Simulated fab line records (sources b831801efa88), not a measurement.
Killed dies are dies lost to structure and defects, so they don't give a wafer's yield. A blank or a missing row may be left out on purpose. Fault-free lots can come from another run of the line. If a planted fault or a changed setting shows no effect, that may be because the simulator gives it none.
What tool caused it? / flow gf180mcu / 6 lots, 18 wafers sampled, at 3 steps of a route of 602

== WHAT EACH GAUGE READ, for each wafer ==
GF_MIM_THK_MEAS_11: measures by xrf.
lot=L232; measured=day 25 08:02; on=film-metro-02; MIM_ALCU_THK (nm)=198.5 198.8 202.0
lot=L234; measured=day 25 21:19; on=film-metro-03; MIM_ALCU_THK (nm)=201.5 203.4 198.3
lot=L239; measured=day 27 11:08; on=film-metro-02; MIM_ALCU_THK (nm)=196.7 195.2 200.3
lot=L244; measured=day 29 08:36; on=film-metro-04; MIM_ALCU_THK (nm)=201.1 199.1 200.0
lot=L250; measured=day 30 14:19; on=film-metro-02; MIM_ALCU_THK (nm)=198.7 201.7 198.2
lot=L252; measured=day 31 03:35; on=film-metro-02; MIM_ALCU_THK (nm)=200.4 197.3 198.4

== WHAT TOOL EACH LOT RAN ON (gives the tool, then ch and the chambers of the sampled wafers, and finally the start) ==
lot=L232; GF_V4_CVD_00=hdpcvd-01 ch 0,2, day 24 07:01; GF_MIM_SPUTTER_07=pvd-sputter-03, day 25 07:49
lot=L234; GF_V4_CVD_00=hdpcvd-01 ch 0,1,2, day 24 21:29; GF_MIM_SPUTTER_07=pvd-sputter-02, day 25 21:05
lot=L239; GF_V4_CVD_00=hdpcvd-01 ch 0,1,2, day 26 11:48; GF_MIM_SPUTTER_07=pvd-sputter-02, day 27 10:55
lot=L244; GF_V4_CVD_00=hdpcvd-02 ch 0,1, day 28 10:11; GF_MIM_SPUTTER_07=pvd-sputter-03, day 29 08:23
lot=L250; GF_V4_CVD_00=hdpcvd-01 ch 0,1,2, day 29 17:21; GF_MIM_SPUTTER_07=pvd-sputter-02, day 30 14:05
lot=L252; GF_V4_CVD_00=hdpcvd-02 ch 0,2, day 30 07:13; GF_MIM_SPUTTER_07=pvd-sputter-03, day 31 03:21
- GF_V4_CVD_00: deposits SiO2, target thk 600 nm, time 100 s.
- GF_MIM_SPUTTER_07: material TiN, target thk 60 nm, time 50 s.

== THE ANSWER, worked out from the rows above alone ==
Rule: what is usual is taken from the lots themselves. Put in order of their means at a reading, lots are off if they are a third of the lots or fewer, leave a main group of 4 or more, and stand apart from it by a gap of 3 or more times the standard deviation of the main group's means; of several such gaps the widest counts. If all means in a main group match to the digits the tables above print for the reading, that group is not used. A lot without any number at a reading at which 4 lots or more have one is off too. Where the step has rows for the other lots, those lots are counted as sound.
Across all readings shown, no lot is off: no conclusion can be drawn from this.

== WHAT THE SIMULATOR HAD INSERTED ==
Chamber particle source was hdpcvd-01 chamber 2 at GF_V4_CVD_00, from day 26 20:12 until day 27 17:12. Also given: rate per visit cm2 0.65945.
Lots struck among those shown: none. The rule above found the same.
